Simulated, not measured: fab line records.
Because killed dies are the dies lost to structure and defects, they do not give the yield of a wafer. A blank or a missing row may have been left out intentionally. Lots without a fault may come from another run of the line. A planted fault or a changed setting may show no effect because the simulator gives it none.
Chamber matching / flow sky130 / 4 sister chambers for SKY_CONTACT_ETCH_17 on rieDiel-04
The step etches SiO2 in C4F8/O2/Ar, stops on Si3N4, target depth 340 nm. 8 wafers are shown with their chamber, then 8 later ones without.

## EACH WAFER AND ITS CHAMBER
wafer=L685.2; chamber=2; oesProductAu (a.u.)=0.889
wafer=L686.1; chamber=1; oesProductAu (a.u.)=0.880
wafer=L686.2; chamber=3; oesProductAu (a.u.)=0.890
wafer=L686.3; chamber=0; oesProductAu (a.u.)=0.901
wafer=L700.1; chamber=3; oesProductAu (a.u.)=0.896
wafer=L700.2; chamber=1; oesProductAu (a.u.)=0.897
wafer=L700.4; chamber=0; oesProductAu (a.u.)=0.890
wafer=L701.2; chamber=2; oesProductAu (a.u.)=0.895

## WAFERS MISSING THEIR CHAMBER
wafer=L701.5; oesProductAu (a.u.)=0.900
wafer=L701.6; oesProductAu (a.u.)=0.890
wafer=L702.1; oesProductAu (a.u.)=0.893
wafer=L702.2; oesProductAu (a.u.)=0.891
wafer=L702.4; oesProductAu (a.u.)=0.897
wafer=L703.2; oesProductAu (a.u.)=0.891
wafer=L703.3; oesProductAu (a.u.)=0.891
wafer=L703.4; oesProductAu (a.u.)=0.892

## EACH ONE'S CHAMBER
wafer=L701.5; from the rows above=can't be placed: 0 or 3 or 2 or 1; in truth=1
wafer=L701.6; from the rows above=can't be placed: 1 or 2 or 3 or 0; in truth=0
wafer=L702.1; from the rows above=can't be placed: 3 or 2 or 0 or 1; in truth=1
wafer=L702.2; from the rows above=can't be placed: 2 or 3 or 1 or 0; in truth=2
wafer=L702.4; from the rows above=can't be placed: 0 or 3 or 2 or 1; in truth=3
wafer=L703.2; from the rows above=can't be placed: 2 or 3 or 1 or 0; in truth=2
wafer=L703.3; from the rows above=can't be placed: 2 or 3 or 1 or 0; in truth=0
wafer=L703.4; from the rows above=can't be placed: 2 or 3 or 0 or 1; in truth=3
Correct placement for 0 of the 8. Cannot be placed on the basis of these rows: 8; the candidates contain the true chamber in 8. 0 placed wrongly.
How it was worked out, from the rows above alone: a wafer's distance from a chamber is the root of the sum, over the readings, of the square of ((its reading less the chamber's mean) divided by the reading's scatter). The wafer belongs to the nearest chamber; if the next one is less than 2 further off, it can't be placed. The mean given for a chamber averages the wafers shown for that chamber. The scatter: the root of (the sum of the squares of (reading less its chamber's mean) over the shown wafers, divided by (wafers less chambers)).
